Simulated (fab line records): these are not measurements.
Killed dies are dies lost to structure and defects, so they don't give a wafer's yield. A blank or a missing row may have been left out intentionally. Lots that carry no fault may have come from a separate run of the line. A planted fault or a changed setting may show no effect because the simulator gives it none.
fab line records + flow sfq_line + part 2 of 2: steps 29 to 38 of 38
record
- lots=5
- wafers=15
- last_day=86
route steps=325 shown L0@7 L0V@16 M0@28 I0@43
lots with no fault: from the same line, run without faults
start_h: hours from the record's first day to the start of the lot's first wafer shown + wait_h: hours since the lot's step before + " same as the row above + L1.1+2: a row that stands for several wafers + - no value present, or no start provided + * or withheld: withheld + < > ~ a bound
route shown NAME@n: names a module that has steps shown in the file, with the first one's number in the route + usual: the fault-free wafers' mean and standard deviation + same: alike in all rows + chamber/n: place in a boat + sites: readings site by site + _std_site: their standard deviation + _edge_site: the outer-site mean with the inner-site mean subtracted + radius_mm: for every site, how far away it sits from the centre of the wafer + mask NAME#n: copy n + behind: tool/chamber where the wafer was last shaped + hold: what put the lot on hold/how long, in hours/how the hold closed + device: whichever transistor did not switch (one of n, p or np) + end of line: tests of these same wafers at the route's end + a step without rows: its recipe alone + killed: dies lost to structure and defects at the first sort, not the wafer's yield + map: per-die view of a wafer (x killed, . not killed, _ where there is no die)
set.NAME: the setting the step ran with; set.NAME@STEP: the setting that earlier step ran with + model.NAME: the simulator's own value behind a step, which no gauge read
a table for each step, a row for each wafer; lots at some steps of the route
services: from which hour (start_h, from the record's first day; less than 0 if before it) a tool's chamber was out of use, for how many hours, and why
## steps
# step SFQ_TRILAYER_M0_LITHO_PEB_024
# recipe
- peb_temp_c=115
- peb_time_s=60
- resist=KrF
| lot.wafer  | tool           | chamber | start_h | wait_h |
|------------|----------------|---------|---------|--------|
| L077.1+3+4 | litho_track-04 | 0       | 189.76  | 1.0    |
| L078.2+3+4 | litho_track-01 | 0       | 195.78  | 0.8    |
| L081.1+3+5 | litho_track-04 | 0       | 217.16  | 1.0    |
| L083.1+2+4 | litho_track-02 | 0       | 326.50  | 1.0    |
| L094.1+5+6 | litho_track-02 | 0       | 427.59  | 1.0    |
# step SFQ_TRILAYER_M0_LITHO_DEVELOP_023
# recipe
- time_s=60
- resist=KrF
# same
- time_s=60
| lot.wafer  | tool           | chamber | start_h | wait_h |
|------------|----------------|---------|---------|--------|
| L077.1+3+4 | litho_track-04 | 0       | 189.91  | 0.1    |
| L078.2+3+4 | litho_track-01 | 0       | 195.93  | 0.1    |
| L081.1+3+5 | litho_track-04 | 0       | 217.31  | 0.1    |
| L083.1+2+4 | litho_track-02 | 0       | 326.65  | 0.1    |
| L094.1+5+6 | litho_track-02 | 0       | 427.74  | 0.1    |
# step SFQ_M0_OVL_MEAS_906
# usual
- M0_OVL=-1/4.3
| lot.wafer | tool       | chamber | start_h | wait_h | M0_OVL[nm] |
|-----------|------------|---------|---------|--------|------------|
| L077.1    | overlay-01 | -       | 190.06  | 0.1    | 0          |
| L077.3    | "          | -       | "       | "      | 1          |
| L077.4    | "          | -       | "       | "      | 3          |
| L078.2    | overlay-01 | -       | 196.06  | 0.1    | -4         |
| L078.3    | "          | -       | "       | "      | -3         |
| L078.4    | "          | -       | "       | "      | -3         |
| L081.1    | overlay-01 | -       | 217.46  | 0.1    | 4          |
| L081.3    | "          | -       | "       | "      | 0          |
| L081.5    | "          | -       | "       | "      | 2          |
| L083.1    | overlay-01 | -       | 326.80  | 0.1    | 1          |
| L083.2    | "          | -       | "       | "      | 2          |
| L083.4    | "          | -       | "       | "      | -2         |
| L094.1    | overlay-01 | -       | 427.89  | 0.1    | 6          |
| L094.5    | "          | -       | "       | "      | 5          |
| L094.6    | "          | -       | "       | "      | 0          |
# step SFQ_TRILAYER_M0_BARC_OPEN_METAL_ETCH_031
# recipe
- mask_material=PR
- chemistry=O2
- target_depth_nm=125
- target=BARC
- icp_w=600
- bias_w=80
- pressure_mtorr=10
- time_s=41.7
# usual
- drypump_motor_current_A=5.93/0.24
- oes_product_au=0.685/0.0045
# same
- time_s=41.7
| lot.wafer | tool         | chamber | start_h | wait_h | drypump_motor_current_A | oes_product_au | rf_hours_counter_h |
|-----------|--------------|---------|---------|--------|-------------------------|----------------|--------------------|
| L077.1    | rie_metal-02 | 1       | 190.09  | 0.0    | 5.77                    | 0.687          | 116                |
| L077.3    | "            | 0       | "       | "      | 5.63                    | 0.691          | -                  |
| L077.4    | "            | 1       | "       | "      | 5.75                    | 0.690          | -                  |
| L078.2    | rie_metal-02 | 0       | 196.09  | 0.0    | 5.65                    | 0.689          | 32                 |
| L078.3    | "            | 1       | "       | "      | 5.77                    | 0.684          | -                  |
| L078.4    | "            | 0       | "       | "      | 5.64                    | 0.680          | -                  |
| L081.1    | rie_metal-01 | 0       | 217.49  | 0.0    | 6.13                    | 0.680          | 156                |
| L081.3    | "            | 1       | "       | "      | 6.30                    | 0.689          | -                  |
| L081.5    | "            | 1       | "       | "      | 6.26                    | 0.685          | -                  |
| L083.1    | rie_metal-01 | 1       | 326.84  | 0.0    | 6.30                    | 0.685          | 32                 |
| L083.2    | "            | 0       | "       | "      | 6.11                    | 0.678          | 173                |
| L083.4    | "            | 0       | "       | "      | 6.13                    | 0.685          | -                  |
| L094.1    | rie_metal-02 | 0       | 427.93  | 0.0    | 5.63                    | 0.686          | 65                 |
| L094.5    | "            | 1       | "       | "      | 5.75                    | 0.682          | -                  |
| L094.6    | "            | 0       | "       | "      | 5.68                    | 0.692          | -                  |
# step SFQ_TRILAYER_M0_ETCH_METAL_ETCH_024
# recipe
- target=Nb
- stop_on=SiO2
- mask_material=PR
- chemistry=Cl2/Ar
- target_depth_nm=240
- icp_w=600
- bias_w=80
- pressure_mtorr=10
- time_s=120
# usual
- drypump_motor_current_A=5.92/0.24
- oes_product_au=0.893/0.0067
# same
- time_s=120
| lot.wafer | tool         | chamber | start_h | wait_h | drypump_motor_current_A | oes_product_au | rf_hours_counter_h |
|-----------|--------------|---------|---------|--------|-------------------------|----------------|--------------------|
| L077.1    | rie_metal-02 | 1       | 190.15  | 0.0    | 5.75                    | 0.904          | 116                |
| L077.3    | "            | 0       | "       | "      | 5.64                    | 0.892          | -                  |
| L077.4    | "            | 1       | "       | "      | 5.74                    | 0.891          | -                  |
| L078.2    | rie_metal-02 | 0       | 196.15  | 0.0    | 5.63                    | 0.906          | 32                 |
| L078.3    | "            | 1       | "       | "      | 5.74                    | 0.900          | -                  |
| L078.4    | "            | 0       | "       | "      | 5.64                    | 0.904          | -                  |
| L081.1    | rie_metal-01 | 0       | 217.55  | 0.0    | 6.10                    | 0.898          | 156                |
| L081.3    | "            | 1       | "       | "      | 6.26                    | 0.893          | -                  |
| L081.5    | "            | 1       | "       | "      | 6.27                    | 0.891          | -                  |
| L083.1    | rie_metal-01 | 1       | 326.90  | 0.0    | 6.25                    | 0.902          | 32                 |
| L083.2    | "            | 0       | "       | "      | 6.09                    | 0.893          | 173                |
| L083.4    | "            | 0       | "       | "      | 6.05                    | 0.896          | -                  |
| L094.1    | rie_metal-02 | 0       | 427.99  | 0.0    | 5.61                    | 0.889          | 65                 |
| L094.5    | "            | 1       | "       | "      | 5.73                    | 0.894          | -                  |
| L094.6    | "            | 0       | "       | "      | 5.62                    | 0.886          | -                  |
# step SFQ_TRILAYER_M0_STRIP_STRIP_025
# recipe
- gas=O2
- power_w=200
- platen_temp_c=40
- overash_fraction=0.65
- chemistry=O2
- pressure_mtorr=50
# usual
- drypump_motor_current_A=5.92/0.24
- oes_product_au=0.999/0.011
- platen_temp_c=40.00/0.12
| lot.wafer | tool         | chamber | start_h | wait_h | drypump_motor_current_A | oes_product_au | platen_temp_c | rf_hours_counter_h |
|-----------|--------------|---------|---------|--------|-------------------------|----------------|---------------|--------------------|
| L077.1    | rie_metal-02 | 1       | 190.28  | 0.1    | 5.75                    | 0.985          | 39.96         | 116                |
| L077.3    | "            | 0       | "       | "      | 5.62                    | 1.017          | 40.00         | -                  |
| L077.4    | "            | 1       | "       | "      | 5.75                    | 0.993          | 39.85         | -                  |
| L078.2    | rie_metal-02 | 0       | 196.28  | 0.1    | 5.62                    | 1.011          | 39.99         | 33                 |
| L078.3    | "            | 1       | "       | "      | 5.76                    | 0.988          | 39.85         | -                  |
| L078.4    | "            | 0       | "       | "      | 5.63                    | 1.003          | 40.25         | -                  |
| L081.1    | rie_metal-01 | 0       | 217.68  | 0.1    | 6.12                    | 1.002          | 39.95         | 156                |
| L081.3    | "            | 1       | "       | "      | 6.28                    | 1.002          | 39.98         | -                  |
| L081.5    | "            | 1       | "       | "      | 6.32                    | 1.001          | 39.99         | -                  |
| L083.1    | rie_metal-01 | 1       | 327.02  | 0.1    | 6.30                    | 0.998          | 40.07         | 33                 |
| L083.2    | "            | 0       | "       | "      | 6.13                    | 1.002          | 39.90         | 173                |
| L083.4    | "            | 0       | "       | "      | 6.10                    | 1.017          | 39.96         | -                  |
| L094.1    | rie_metal-02 | 0       | 428.11  | 0.1    | 5.63                    | 1.006          | 40.06         | 65                 |
| L094.5    | "            | 1       | "       | "      | 5.75                    | 0.988          | 39.97         | -                  |
| L094.6    | "            | 0       | "       | "      | 5.60                    | 1.001          | 39.94         | -                  |
# step SFQ_TRILAYER_M0_STRIP_SOLV_CLEAN_026
# recipe
- chemistry=NMP
- temp_c=70
- time_s=600
# same
- time_s=600
| lot.wafer  | tool         | chamber | start_h | wait_h |
|------------|--------------|---------|---------|--------|
| L077.1+3+4 | wet_bench-02 | 4,5,6   | 190.88  | 0.4    |
| L078.2+3+4 | wet_bench-02 | 2,0,5   | 196.88  | 0.4    |
| L081.1+3+5 | wet_bench-03 | 0,1,4   | 218.28  | 0.4    |
| L083.1+2+4 | wet_bench-04 | 1,5,6   | 327.62  | 0.4    |
| L094.1+5+6 | wet_bench-04 | 0,6,1   | 428.71  | 0.4    |
# step SFQ_TRILAYER_I0_DEP_PECVD_027
# recipe
- material=SiO2
- temp_c=150
- time_s=111.11
- pressure_torr=2.4
- rf_w=183.3
- precursor=SiH4/N2O
- target_thk_nm=500
# usual
- chamber_pressure_Torr=2.400/0.0057
- heater_power_w=90/13
- throttle_valve_pct=25.4/1.3
# same
- time_s=111.11
| lot.wafer | tool     | chamber | start_h | wait_h | chamber_pressure_Torr | heater_power_w | throttle_valve_pct |
|-----------|----------|---------|---------|--------|-----------------------|----------------|--------------------|
| L077.1    | pecvd-04 | 1       | 191.05  | 0.0    | 2.411                 | 82             | 24.6               |
| L077.3    | "        | 2       | "       | "      | 2.399                 | 76             | 24.9               |
| L077.4    | "        | 2       | "       | "      | 2.404                 | 59             | 24.8               |
| L078.2    | pecvd-02 | 0       | 197.05  | 0.0    | 2.408                 | 93             | 26.2               |
| L078.3    | "        | 1       | "       | "      | 2.400                 | 88             | 24.5               |
| L078.4    | "        | 2       | "       | "      | 2.406                 | 84             | 24.7               |
| L081.1    | pecvd-04 | 0       | 218.45  | 0.0    | 2.400                 | 91             | 22.3               |
| L081.3    | "        | 2       | "       | "      | 2.389                 | 71             | 23.6               |
| L081.5    | "        | 0       | "       | "      | 2.401                 | 77             | 22.3               |
| L083.1    | pecvd-02 | 0       | 327.80  | 0.0    | 2.403                 | 92             | 26.7               |
| L083.2    | "        | 2       | "       | "      | 2.395                 | 91             | 25.5               |
| L083.4    | "        | 1       | "       | "      | 2.396                 | 89             | 24.7               |
| L094.1    | pecvd-04 | 2       | 428.89  | 0.0    | 2.407                 | 74             | 24.2               |
| L094.5    | "        | 0       | "       | "      | 2.398                 | 82             | 22.8               |
| L094.6    | "        | 2       | "       | "      | 2.408                 | 60             | 24.1               |
# step SFQ_TRILAYER_I0_CMP_CMP_028
# recipe
- material=SiO2
- down_force_psi=3
- platen_rpm=60
- pad_velocity_m_s=0.94248
# usual
- motor_current_A=10.0/1.4
- time_to_endpoint_s=218/8
| lot.wafer | tool   | chamber | start_h | wait_h | motor_current_A | time_to_endpoint_s |
|-----------|--------|---------|---------|--------|-----------------|--------------------|
| L077.4    | cmp-02 | 0       | 191.13  | 0.0    | 9.8             | 214                |
| L077.3    | "      | 1       | "       | "      | 11.8            | 210                |
| L077.1    | "      | 3       | 192.63  | 1.5    | 9.6             | 211                |
| L078.2    | cmp-01 | 3       | 198.70  | 1.6    | 12.5            | 223                |
| L078.3    | "      | 0       | "       | "      | 8.8             | 206                |
| L078.4    | "      | 2       | 200.20  | 3.1    | 7.8             | 213                |
| L081.3    | cmp-01 | 0       | 218.53  | 0.0    | 8.9             | 217                |
| L081.1    | "      | 3       | 220.03  | 1.5    | 12.5            | 228                |
| L081.5    | "      | 1       | 221.03  | 2.5    | 10.1            | 231                |
| L083.2    | cmp-02 | 1       | 328.37  | 0.5    | 11.5            | 207                |
| L083.4    | "      | 2       | "       | "      | 9.0             | 218                |
| L083.1    | "      | 3       | "       | "      | 9.1             | 213                |
| L094.1    | cmp-02 | 2       | 432.05  | 3.1    | 8.8             | 210                |
| L094.6    | "      | 0       | 433.05  | 4.1    | 10.6            | 216                |
| L094.5    | "      | 1       | "       | "      | 11.3            | 225                |
# step SFQ_I0_BOW_MEAS_907
# recipe
- mode=bow
# usual
- I0_BOW=0/6.9
| lot.wafer | tool          | chamber | start_h | wait_h | I0_BOW[um] |
|-----------|---------------|---------|---------|--------|------------|
| L077.1    | film_metro-03 | -       | 194.13  | 1.0    | 6          |
| L077.3    | "             | -       | "       | "      | 1          |
| L077.4    | "             | -       | "       | "      | -2         |
| L078.2    | film_metro-04 | -       | 201.72  | 2.5    | 11         |
| L078.3    | "             | -       | "       | "      | 4          |
| L078.4    | "             | -       | "       | "      | -4         |
| L081.1    | film_metro-03 | -       | 221.53  | 1.0    | 11         |
| L081.3    | "             | -       | "       | "      | -6         |
| L081.5    | "             | -       | "       | "      | 0          |
| L083.1    | film_metro-01 | -       | 330.87  | 1.0    | -8         |
| L083.2    | "             | -       | "       | "      | 4          |
| L083.4    | "             | -       | "       | "      | 5          |
| L094.1    | film_metro-04 | -       | 434.05  | 1.5    | 1          |
| L094.5    | "             | -       | "       | "      | -7         |
| L094.6    | "             | -       | "       | "      | -7         |
## services
| tool           | chamber | start_h | hours | kind   |
|----------------|---------|---------|-------|--------|
| krf_scanner-01 | -       | 26.41   | 1.0   | pm     |
| rie_metal-04   | -       | 38.92   | 1.4   | pm     |
| rie_metal-02   | 0       | 51.24   | 1.9   | repair |
| rie_metal-04   | -       | 57.59   | 0.7   | repair |
| krf_scanner-01 | -       | 68.19   | 1.3   | pm     |
| krf_scanner-01 | -       | 73.84   | 4.0   | pm     |
| krf_scanner-01 | -       | 80.26   | 11.6  | pm     |
| krf_scanner-01 | -       | 91.81   | 0.8   | pm     |
| krf_scanner-01 | -       | 93.93   | 1.0   | repair |
| rie_metal-02   | 0       | 175.34  | 5.9   | repair |
| krf_scanner-01 | -       | 195.76  | 1.0   | pm     |
| rie_metal-04   | 0       | 201.53  | 88.1  | repair |
| krf_scanner-01 | -       | 227.96  | 4.4   | pm     |
| rie_metal-04   | -       | 243.03  | 2.8   | pm     |
| krf_scanner-01 | -       | 243.81  | 1.3   | pm     |
| rie_metal-02   | 0       | 255.51  | 19.2  | repair |
| krf_scanner-01 | -       | 259.10  | 0.8   | pm     |
| krf_scanner-01 | -       | 295.63  | 8.1   | repair |
| rie_metal-04   | -       | 318.31  | 2.0   | repair |
| rie_metal-04   | 0       | 341.08  | 1.2   | repair |
| rie_metal-04   | -       | 348.26  | 0.3   | repair |
| krf_scanner-01 | -       | 364.90  | 1.0   | pm     |
| krf_scanner-01 | -       | 392.39  | 9.4   | repair |
| krf_scanner-01 | -       | 401.80  | 3.6   | pm     |
